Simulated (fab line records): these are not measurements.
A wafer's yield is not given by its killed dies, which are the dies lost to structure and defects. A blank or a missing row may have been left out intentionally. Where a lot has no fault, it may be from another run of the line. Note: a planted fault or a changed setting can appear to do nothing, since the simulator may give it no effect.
Tool commonality check / flow sky130 / 12 lots and 36 wafers in the sample

== REASON FOR OPENING ==
SKY_LDD_HVP_TW_MEAS_10, reading LDD_HVP_TW: flagged on 2 of 12 lots. No-fault wafers: 453, standard deviation 4.3.
Rule: a lot gets a flag if all its wafers with a number sit over 4 standard deviations from that mean, or if no wafer of it has a number. All remaining lots are regarded as sound.

lot=L312; measured=day 21 22:32; on=filmMetro-01; LDD_HVP_TW, wafer by wafer=456 456 456; flag=
lot=L313; measured=day 22 02:20; on=filmMetro-03; LDD_HVP_TW, wafer by wafer=448 449 453; flag=
lot=L315; measured=day 23 01:02; on=filmMetro-02; LDD_HVP_TW, wafer by wafer=458 457 458; flag=
lot=L317; measured=day 24 07:03; on=filmMetro-03; LDD_HVP_TW, wafer by wafer=445 447 445; flag=
lot=L318; measured=day 24 09:05; on=filmMetro-01; LDD_HVP_TW, wafer by wafer=454 452 456; flag=
lot=L319; measured=day 24 16:44; on=filmMetro-02; LDD_HVP_TW, wafer by wafer=455 457 456; flag=
lot=L323; measured=day 25 20:38; on=filmMetro-02; LDD_HVP_TW, wafer by wafer=458 455 458; flag=
lot=L329; measured=day 27 14:02; on=filmMetro-02; LDD_HVP_TW, wafer by wafer=409 408 409; flag=FLAGGED
lot=L330; measured=day 28 04:29; on=filmMetro-03; LDD_HVP_TW, wafer by wafer=402 402 403; flag=FLAGGED
lot=L332; measured=day 28 17:56; on=filmMetro-03; LDD_HVP_TW, wafer by wafer=447 446 447; flag=
lot=L333; measured=day 29 05:08; on=filmMetro-03; LDD_HVP_TW, wafer by wafer=450 449 449; flag=
lot=L335; measured=day 29 18:19; on=filmMetro-02; LDD_HVP_TW, wafer by wafer=456 458 455; flag=
On average the flagged lots' numbers are 406, which is -48 against the usual, or -11 standard deviations.

== LOT BY LOT: THE TOOL USED ==
2 process steps preceding the reading are held in the record, out of 708 steps in the route. Every cell lists first the tool, next ch and the chambers used by the sampled wafers, and last the start.
lot=L312; flag=; SKY_POLY_GATE_STRIP_18=plasmaAsher-01 ch 0,1, day 16 16:35; SKY_LDD_HVP_IMPLANT_08=implanter-01 ch 0, day 21 22:19
lot=L313; flag=; SKY_POLY_GATE_STRIP_18=plasmaAsher-02 ch 0,1, day 16 20:50; SKY_LDD_HVP_IMPLANT_08=implanter-01 ch 0, day 22 02:05
lot=L315; flag=; SKY_POLY_GATE_STRIP_18=plasmaAsher-03 ch 0,1, day 17 17:16; SKY_LDD_HVP_IMPLANT_08=implanter-01 ch 0, day 23 00:47
lot=L317; flag=; SKY_POLY_GATE_STRIP_18=plasmaAsher-01 ch 0,1, day 19 00:58; SKY_LDD_HVP_IMPLANT_08=implanter-01 ch 0, day 24 06:50
lot=L318; flag=; SKY_POLY_GATE_STRIP_18=plasmaAsher-03 ch 0,1, day 19 01:02; SKY_LDD_HVP_IMPLANT_08=implanter-03 ch 0, day 24 08:50
lot=L319; flag=; SKY_POLY_GATE_STRIP_18=plasmaAsher-03 ch 0,1, day 19 11:08; SKY_LDD_HVP_IMPLANT_08=implanter-01 ch 0, day 24 16:31
lot=L323; flag=; SKY_POLY_GATE_STRIP_18=plasmaAsher-03 ch 0,1, day 20 16:28; SKY_LDD_HVP_IMPLANT_08=implanter-03 ch 0, day 25 20:23
lot=L329; flag=FLAGGED; SKY_POLY_GATE_STRIP_18=plasmaAsher-02 ch 0,1, day 22 11:43; SKY_LDD_HVP_IMPLANT_08=implanter-03 ch 0, day 27 13:47
lot=L330; flag=FLAGGED; SKY_POLY_GATE_STRIP_18=plasmaAsher-03 ch 0,1, day 23 03:02; SKY_LDD_HVP_IMPLANT_08=implanter-03 ch 0, day 28 04:14
lot=L332; flag=; SKY_POLY_GATE_STRIP_18=plasmaAsher-02 ch 0,1, day 23 16:46; SKY_LDD_HVP_IMPLANT_08=implanter-01 ch 0, day 28 17:43
lot=L333; flag=; SKY_POLY_GATE_STRIP_18=plasmaAsher-02 ch 0,1, day 24 05:17; SKY_LDD_HVP_IMPLANT_08=implanter-04 ch 0, day 29 04:55
lot=L335; flag=; SKY_POLY_GATE_STRIP_18=plasmaAsher-03 ch 0,1, day 24 18:29; SKY_LDD_HVP_IMPLANT_08=implanter-04 ch 0, day 29 18:04
These steps, and what they do:
- SKY_POLY_GATE_STRIP_18: strips in O2/N2.
- SKY_LDD_HVP_IMPLANT_08
- SKY_LDD_HVP_TW_MEAS_10

== FLAGGED AGAINST TOTAL, ONE TOOL AT A TIME (gauges that did the reading follow at the end) ==
step=SKY_POLY_GATE_STRIP_18; tool=plasmaAsher-01; lots run=2; flagged=0; share of the flagged lots=none; sound lots run after its first flagged lot=-
step=SKY_POLY_GATE_STRIP_18; tool=plasmaAsher-02; lots run=4; flagged=1; share of the flagged lots=some; sound lots run after its first flagged lot=2 (L332,L333)
step=SKY_POLY_GATE_STRIP_18; tool=plasmaAsher-03; lots run=6; flagged=1; share of the flagged lots=some; sound lots run after its first flagged lot=1 (L335)
step=SKY_LDD_HVP_IMPLANT_08; tool=implanter-01; lots run=6; flagged=0; share of the flagged lots=none; sound lots run after its first flagged lot=-
step=SKY_LDD_HVP_IMPLANT_08; tool=implanter-03; lots run=4; flagged=2; share of the flagged lots=all; sound lots run after its first flagged lot=0
step=SKY_LDD_HVP_IMPLANT_08; tool=implanter-04; lots run=2; flagged=0; share of the flagged lots=none; sound lots run after its first flagged lot=-
step=SKY_LDD_HVP_TW_MEAS_10; tool=filmMetro-01; lots run=2; flagged=0; share of the flagged lots=none; sound lots run after its first flagged lot=-
step=SKY_LDD_HVP_TW_MEAS_10; tool=filmMetro-02; lots run=5; flagged=1; share of the flagged lots=some; sound lots run after its first flagged lot=1 (L335)
step=SKY_LDD_HVP_TW_MEAS_10; tool=filmMetro-03; lots run=5; flagged=1; share of the flagged lots=some; sound lots run after its first flagged lot=2 (L332,L333)

== WHAT THE TABLE PERMITS ==
Rows of the table that ran each flagged lot: 1, that is implanter-03 at SKY_LDD_HVP_IMPLANT_08.
- implanter-03 at SKY_LDD_HVP_IMPLANT_08: 2 of its 4 lots flagged. It ran its last sound lot, L323, at day 25 20:23 and its first flagged lot, L329, at day 27 13:47: a fault with its onset between the two fits. Its own readings lie more than 4 standard deviations out on every wafer of the flagged lots: tiltDeg.
One tool is left: implanter-03 at SKY_LDD_HVP_IMPLANT_08.

== WHAT THE SIMULATOR HAD INSERTED ==
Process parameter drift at SKY_LDD_HVP_IMPLANT_08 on implanter-03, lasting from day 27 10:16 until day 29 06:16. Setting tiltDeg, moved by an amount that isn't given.
Struck lots among those shown: L329, L330. This agrees with what the rule above found.
